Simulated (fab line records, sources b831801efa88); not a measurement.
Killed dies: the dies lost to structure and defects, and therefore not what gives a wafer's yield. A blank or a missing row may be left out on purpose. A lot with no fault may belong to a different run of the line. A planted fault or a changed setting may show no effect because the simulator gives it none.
fab line records + flow sfq-line
record:
- lots: 14
- wafers: 42
- last-day: 86
route steps=325 shown M0@36 M5@207 I7@298 M8@318
lots that met no fault: from a run of the same line without faults
start-h: the number of hours between the record's first day and the start of the first shown wafer of the lot + wait-h: hours since the lot's step before + " identical to the entry in the row above + L1.1+2: one row covering several wafers at once + - either no value or no given start + * or withheld: withheld + < > ~ a bound
route shown NAME@n: NAME is a module with steps in the file, n the number in the route of the first one + usual: the fault-free wafers' mean and standard deviation + same: alike in all rows + chamber/n: place in a boat + sites: readings site by site + _std_site: the values' standard deviation + _edge_site: mean of outer sites minus mean of inner sites + radius-mm: how far each site lies from the wafer's centre + mask NAME#n: copy n + behind: the most recent tool/chamber to have shaped the wafer + hold: reason for holding the lot/hours on hold/outcome of the hold + device: transistor that didn't switch, given as n, p or np + end of line: at the end of the route, the tests of the same wafers + a step with no rows: only its recipe + killed: the dies lost at the first sort to structure and to defects; this is not the yield of the wafer + map: per-die view of a wafer (x killed, . not killed, _ where there is no die)
set.NAME: the run value of the setting; set.NAME@STEP: its run value at that earlier step + model.NAME: the simulator's own value behind a step, which no gauge read
route steps across a sampled set of lots; one table per step, one row per wafer
services: from which hour (start-h, from the record's first day; less than 0 if before it) a tool's chamber was out of use, for how many hours, and why
== steps ==
step: SFQ_TRILAYER_M0_LITHO_PEB_024
recipe:
- peb-temp-c: 115
- peb-time-s: 60
- resist: KrF
usual:
- heater-power-total-W: 79.16/0.069
- plate-temp-C: 115.00/0.11
| lot.wafer | tool           | chamber | start-h | wait-h | heater-power-total-W | plate-temp-C |
|-----------|----------------|---------|---------|--------|----------------------|--------------|
| L179.1    | litho-track-03 | 0       | 232.59  | 1.0    | 79.19                | 114.85       |
| L179.2    | "              | 0       | "       | "      | 79.05                | 114.87       |
| L179.3    | "              | 0       | "       | "      | 79.12                | 114.96       |
| L182.1    | litho-track-02 | 0       | 274.47  | 1.0    | 79.19                | 114.93       |
| L182.3    | "              | 0       | "       | "      | 79.17                | 114.92       |
| L182.6    | "              | 0       | "       | "      | 79.28                | 114.85       |
| L183.1    | litho-track-03 | 0       | 284.07  | 1.0    | 79.09                | 114.90       |
| L183.2    | "              | 0       | "       | "      | 79.18                | 114.97       |
| L183.5    | "              | 0       | "       | "      | 79.09                | 114.99       |
| L184.1    | litho-track-04 | 0       | 293.50  | 1.0    | 79.21                | 115.07       |
| L184.3    | "              | 0       | "       | "      | 79.15                | 114.93       |
| L184.4    | "              | 0       | "       | "      | 79.29                | 114.77       |
| L185.1    | litho-track-03 | 0       | 300.70  | 1.0    | 79.23                | 115.00       |
| L185.3    | "              | 0       | "       | "      | 79.13                | 115.01       |
| L185.5    | "              | 0       | "       | "      | 79.18                | 115.00       |
| L186.1    | litho-track-03 | 0       | 306.70  | 1.0    | 79.25                | 114.99       |
| L186.4    | "              | 0       | "       | "      | 79.13                | 115.03       |
| L186.6    | "              | 0       | "       | "      | 79.21                | 115.09       |
| L187.1    | litho-track-04 | 0       | 317.21  | 1.0    | 79.03                | 115.04       |
| L187.3    | "              | 0       | "       | "      | 79.14                | 114.86       |
| L187.4    | "              | 0       | "       | "      | 79.24                | 114.90       |
| L188.1    | litho-track-04 | 0       | 322.01  | 1.0    | 79.21                | 114.88       |
| L188.2    | "              | 0       | "       | "      | 79.05                | 115.00       |
| L188.3    | "              | 0       | "       | "      | 79.20                | 115.08       |
| L195.2    | litho-track-03 | 0       | 400.14  | 0.8    | 75.07                | 110.58       |
| L195.3    | "              | 0       | "       | "      | 75.27                | 110.40       |
| L195.5    | "              | 0       | "       | "      | 75.25                | 110.55       |
| L196.2    | litho-track-04 | 0       | 410.94  | 0.8    | 79.19                | 115.08       |
| L196.4    | "              | 0       | "       | "      | 79.24                | 115.04       |
| L196.6    | "              | 0       | "       | "      | 79.19                | 114.96       |
| L197.1    | litho-track-03 | 0       | 418.12  | 1.0    | 75.25                | 110.57       |
| L197.2    | "              | 0       | "       | "      | 75.04                | 110.71       |
| L197.3    | "              | 0       | "       | "      | 75.28                | 110.78       |
| L198.3    | litho-track-02 | 0       | 430.17  | 0.7    | 78.98                | 115.13       |
| L198.4    | "              | 0       | "       | "      | 79.22                | 114.89       |
| L198.6    | "              | 0       | "       | "      | 79.10                | 114.87       |
| L201.2    | litho-track-04 | 0       | 469.11  | 0.8    | 79.02                | 115.01       |
| L201.4    | "              | 0       | "       | "      | 79.19                | 115.00       |
| L201.5    | "              | 0       | "       | "      | 79.23                | 115.23       |
| L202.2    | litho-track-03 | 0       | 477.51  | 0.8    | 79.22                | 114.86       |
| L202.3    | "              | 0       | "       | "      | 79.22                | 114.92       |
| L202.6    | "              | 0       | "       | "      | 79.16                | 114.88       |
step: SFQ_TRILAYER_M5_STRIP_STRIP_127
recipe:
- gas: O2
- power-w: 200
- platen-temp-c: 40
- overash-fraction: 0.65
- chemistry: O2
- pressure-mtorr: 50
usual:
- drypump-motor-current-A: 5.8/0.42
- oes-product-au: 0.993/0.016
| lot.wafer | tool         | chamber | start-h | wait-h | drypump-motor-current-A | oes-product-au | rf-hours-counter-h |
|-----------|--------------|---------|---------|--------|-------------------------|----------------|--------------------|
| L179.1    | rie-metal-03 | 1       | 1236.66 | 0.1    | 6.5                     | 0.992          | 92                 |
| L179.2    | "            | 0       | "       | "      | 6.2                     | 1.012          | 5                  |
| L179.3    | "            | 1       | "       | "      | 6.6                     | 0.997          | -                  |
| L182.1    | rie-metal-03 | 1       | 1251.16 | 0.1    | 6.5                     | 0.993          | 94                 |
| L182.3    | "            | 1       | "       | "      | 6.6                     | 0.986          | -                  |
| L182.6    | "            | 1       | "       | "      | 6.5                     | 0.990          | -                  |
| L183.1    | rie-metal-01 | 0       | 1252.36 | 0.1    | 5.6                     | 1.002          | 135                |
| L183.2    | "            | 1       | "       | "      | 5.3                     | 0.998          | 3                  |
| L183.5    | "            | 1       | "       | "      | 5.3                     | 1.003          | -                  |
| L184.1    | rie-metal-04 | 1       | 1258.36 | 0.1    | 5.6                     | 1.009          | 36                 |
| L184.3    | "            | 1       | "       | "      | 5.5                     | 1.005          | -                  |
| L184.4    | "            | 0       | "       | "      | 5.7                     | 0.992          | -                  |
| L185.1    | rie-metal-04 | 0       | 1263.16 | 0.1    | 5.7                     | 0.977          | 119                |
| L185.3    | "            | 0       | "       | "      | 5.7                     | 0.979          | -                  |
| L185.5    | "            | 0       | "       | "      | 5.7                     | 0.976          | -                  |
| L186.1    | rie-metal-04 | 1       | 1265.56 | 0.1    | 5.6                     | 0.999          | 38                 |
| L186.4    | "            | 1       | "       | "      | 5.6                     | 0.999          | -                  |
| L186.6    | "            | 0       | "       | "      | 5.7                     | 0.971          | -                  |
| L187.1    | rie-metal-03 | 1       | 1400.62 | 0.1    | 6.6                     | 0.998          | 117                |
| L187.3    | "            | 1       | "       | "      | 6.6                     | 1.004          | -                  |
| L187.4    | "            | 0       | "       | "      | 6.2                     | 1.007          | -                  |
| L188.1    | rie-metal-01 | 1       | 1411.42 | 0.1    | 5.3                     | 0.986          | 24                 |
| L188.2    | "            | 0       | "       | "      | 5.6                     | 1.020          | 15                 |
| L188.3    | "            | 1       | "       | "      | 5.3                     | 0.995          | -                  |
| L195.2    | rie-metal-01 | 0       | 1453.44 | 0.1    | 5.6                     | 1.025          | 21                 |
| L195.3    | "            | 1       | "       | "      | 5.3                     | 0.997          | -                  |
| L195.5    | "            | 0       | "       | "      | 5.6                     | 1.029          | -                  |
| L196.2    | rie-metal-04 | 0       | 1456.72 | 0.5    | 5.7                     | 0.966          | -                  |
| L196.4    | "            | 0       | "       | "      | 5.7                     | 0.978          | -                  |
| L196.6    | "            | 0       | "       | "      | 5.7                     | 0.974          | -                  |
| L197.1    | rie-metal-03 | 1       | 1458.67 | 0.1    | 6.6                     | 0.998          | 124                |
| L197.2    | "            | 0       | "       | "      | 6.2                     | 1.002          | 36                 |
| L197.3    | "            | 0       | "       | "      | 6.2                     | 1.005          | -                  |
| L198.3    | rie-metal-04 | 0       | 1461.27 | 0.3    | 5.7                     | 0.965          | -                  |
| L198.4    | "            | 1       | "       | "      | 5.5                     | 0.985          | -                  |
| L198.6    | "            | 1       | "       | "      | 5.6                     | 0.995          | -                  |
| L201.2    | rie-metal-01 | 1       | 1476.67 | 0.1    | 5.3                     | 0.980          | 33                 |
| L201.4    | "            | 0       | "       | "      | 5.6                     | 1.003          | -                  |
| L201.5    | "            | 1       | "       | "      | 5.3                     | 0.992          | -                  |
| L202.2    | rie-metal-03 | 0       | 1510.57 | 0.1    | 6.2                     | 1.002          | 44                 |
| L202.3    | "            | 0       | "       | "      | 6.2                     | 0.998          | -                  |
| L202.6    | "            | 1       | "       | "      | 6.6                     | 1.002          | -                  |
step: SFQ_I7_BOW_MEAS_946
recipe:
- mode: bow
usual:
- I7_BOW: 4/11
| lot.wafer | tool          | chamber | start-h | wait-h | I7_BOW[um] |
|-----------|---------------|---------|---------|--------|------------|
| L179.1    | film-metro-01 | -       | 1644.19 | 1.5    | -7         |
| L179.2    | "             | -       | "       | "      | -11        |
| L179.3    | "             | -       | "       | "      | -1         |
| L182.1    | film-metro-01 | -       | 1660.02 | 2.0    | -2         |
| L182.3    | "             | -       | "       | "      | -4         |
| L182.6    | "             | -       | "       | "      | 0          |
| L183.1    | film-metro-02 | -       | 1661.50 | 1.5    | 22         |
| L183.2    | "             | -       | "       | "      | 14         |
| L183.5    | "             | -       | "       | "      | 5          |
| L184.1    | film-metro-01 | -       | 1828.16 | 2.0    | 6          |
| L184.3    | "             | -       | "       | "      | 6          |
| L184.4    | "             | -       | "       | "      | 14         |
| L185.1    | film-metro-02 | -       | 1831.98 | 2.0    | -16        |
| L185.3    | "             | -       | "       | "      | -21        |
| L185.5    | "             | -       | "       | "      | -11        |
| L186.1    | film-metro-03 | -       | 1837.16 | 1.0    | 3          |
| L186.4    | "             | -       | "       | "      | 5          |
| L186.6    | "             | -       | "       | "      | 1          |
| L187.1    | film-metro-03 | -       | 1843.98 | 1.0    | -1         |
| L187.3    | "             | -       | "       | "      | -2         |
| L187.4    | "             | -       | "       | "      | -5         |
| L188.1    | film-metro-03 | -       | 1849.16 | 1.0    | 15         |
| L188.2    | "             | -       | "       | "      | 21         |
| L188.3    | "             | -       | "       | "      | 11         |
| L195.2    | film-metro-03 | -       | 1873.18 | 1.0    | -3         |
| L195.3    | "             | -       | "       | "      | -1         |
| L195.5    | "             | -       | "       | "      | 0          |
| L196.2    | film-metro-01 | -       | 1876.18 | 2.5    | -12        |
| L196.4    | "             | -       | "       | "      | 9          |
| L196.6    | "             | -       | "       | "      | -3         |
| L197.1    | film-metro-03 | -       | 1877.45 | 1.0    | -9         |
| L197.2    | "             | -       | "       | "      | -18        |
| L197.3    | "             | -       | "       | "      | -3         |
| L198.3    | film-metro-01 | -       | 1882.20 | 2.0    | 15         |
| L198.4    | "             | -       | "       | "      | 11         |
| L198.6    | "             | -       | "       | "      | 17         |
| L201.2    | film-metro-01 | -       | 1890.54 | 1.0    | -9         |
| L201.4    | "             | -       | "       | "      | -2         |
| L201.5    | "             | -       | "       | "      | -5         |
| L202.2    | film-metro-03 | -       | 1892.47 | 1.5    | 6          |
| L202.3    | "             | -       | "       | "      | 2          |
| L202.6    | "             | -       | "       | "      | 1          |
step: SFQ_M8_OVL_MEAS_948
usual:
- M8_OVL: -1/5.6
| lot.wafer | tool       | chamber | start-h | wait-h | M8_OVL[nm] |
|-----------|------------|---------|---------|--------|------------|
| L179.1    | overlay-02 | -       | 1825.29 | 0.1    | 12         |
| L179.2    | "          | -       | "       | "      | 15         |
| L179.3    | "          | -       | "       | "      | 12         |
| L182.1    | overlay-02 | -       | 1833.69 | 0.1    | 0          |
| L182.3    | "          | -       | "       | "      | 6          |
| L182.6    | "          | -       | "       | "      | 3          |
| L183.1    | overlay-02 | -       | 1836.09 | 0.1    | 1          |
| L183.2    | "          | -       | "       | "      | 0          |
| L183.5    | "          | -       | "       | "      | -1         |
| L184.1    | overlay-01 | -       | 1901.43 | 0.1    | 5          |
| L184.3    | "          | -       | "       | "      | 8          |
| L184.4    | "          | -       | "       | "      | 4          |
| L185.1    | overlay-01 | -       | 1902.63 | 0.1    | -1         |
| L185.3    | "          | -       | "       | "      | 1          |
| L185.5    | "          | -       | "       | "      | 3          |
| L186.1    | overlay-01 | -       | 1907.43 | 0.1    | 1          |
| L186.4    | "          | -       | "       | "      | -3         |
| L186.6    | "          | -       | "       | "      | 2          |
| L187.1    | overlay-01 | -       | 1933.59 | 0.1    | -10        |
| L187.3    | "          | -       | "       | "      | -1         |
| L187.4    | "          | -       | "       | "      | -9         |
| L188.1    | overlay-01 | -       | 1939.69 | 0.1    | 13         |
| L188.2    | "          | -       | "       | "      | 8          |
| L188.3    | "          | -       | "       | "      | 4          |
| L195.2    | overlay-01 | -       | 2027.18 | 0.1    | -5         |
| L195.3    | "          | -       | "       | "      | 0          |
| L195.5    | "          | -       | "       | "      | -4         |
| L196.2    | overlay-01 | -       | 2033.18 | 0.1    | 3          |
| L196.4    | "          | -       | "       | "      | -10        |
| L196.6    | "          | -       | "       | "      | -4         |
| L197.1    | overlay-02 | -       | 2034.38 | 0.1    | -5         |
| L197.2    | "          | -       | "       | "      | -6         |
| L197.3    | "          | -       | "       | "      | 2          |
| L198.3    | overlay-01 | -       | 2040.39 | 0.1    | -7         |
| L198.4    | "          | -       | "       | "      | 2          |
| L198.6    | "          | -       | "       | "      | -4         |
| L201.2    | overlay-02 | -       | 2049.98 | 0.1    | 8          |
| L201.4    | "          | -       | "       | "      | 1          |
| L201.5    | "          | -       | "       | "      | 0          |
| L202.2    | overlay-01 | -       | 2053.58 | 0.1    | 1          |
| L202.3    | "          | -       | "       | "      | 0          |
| L202.6    | "          | -       | "       | "      | 5          |
== services ==
| tool         | chamber | start-h | hours | kind   |
|--------------|---------|---------|-------|--------|
| rie-metal-03 | 1       | 366.45  | 10.0  | repair |
| rie-metal-03 | -       | 456.07  | 0.9   | repair |
| rie-metal-04 | 0       | 526.54  | 5.2   | repair |
| rie-metal-03 | -       | 540.77  | 2.8   | pm     |
| rie-metal-04 | 1       | 579.56  | 3.3   | repair |
| rie-metal-04 | -       | 624.32  | 2.8   | pm     |
| rie-metal-03 | 1       | 669.19  | 3.6   | repair |
| rie-metal-04 | 0       | 682.35  | 22.8  | repair |
| rie-metal-03 | 0       | 735.92  | 6.7   | repair |
| rie-metal-04 | -       | 750.68  | 1.3   | repair |
| rie-metal-03 | -       | 770.64  | 0.7   | repair |
| rie-metal-04 | -       | 804.54  | 0.7   | repair |
| rie-metal-04 | 0       | 831.78  | 5.8   | repair |
| rie-metal-04 | -       | 877.55  | 0.2   | repair |
| rie-metal-03 | -       | 923.49  | 0.7   | repair |
| rie-metal-03 | 0       | 985.05  | 1.3   | repair |
| rie-metal-04 | -       | 991.43  | 1.4   | pm     |
| rie-metal-04 | -       | 1098.12 | 1.1   | repair |
| rie-metal-04 | -       | 1112.83 | 39.6  | repair |
| rie-metal-03 | -       | 1213.56 | 0.3   | repair |
| rie-metal-03 | 0       | 1335.98 | 4.6   | repair |
| rie-metal-04 | -       | 1338.10 | 15.6  | pm     |
| rie-metal-03 | -       | 1406.32 | 1.4   | pm     |
| rie-metal-04 | 1       | 1412.25 | 45.4  | repair |
== key ==
first-sign:
- step: SFQ_TRILAYER_M0_LITHO_PEB_024
- reading: heater-power-total-W
- direction: down
- sigmas: 57
- usual: 79.16
- struck: 75.19
effect:
- step: SFQ_TRILAYER_M0_LITHO_PEB_024
- reading: plate-temp-C
- direction: down
- sigmas: 39
- usual: *
- struck: *
met-at SFQ_TRILAYER_M0_LITHO_PEB_024
struck-lots L195,L197
not-acting-at SFQ_TRILAYER_M5_STRIP_STRIP_127,SFQ_I7_BOW_MEAS_946,SFQ_M8_OVL_MEAS_948
onset-between 306.70 400.14
fault:
- kind: process-parameter-drift
- tool: litho-track-03
- chamber: -
- onset-h: 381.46
- steps: SFQ_TRILAYER_M0_LITHO_PEB_024
- channel: peb-temp-c
- offset: *
- shape: step
- end-h: 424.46
- acts-in: *
- stated: *
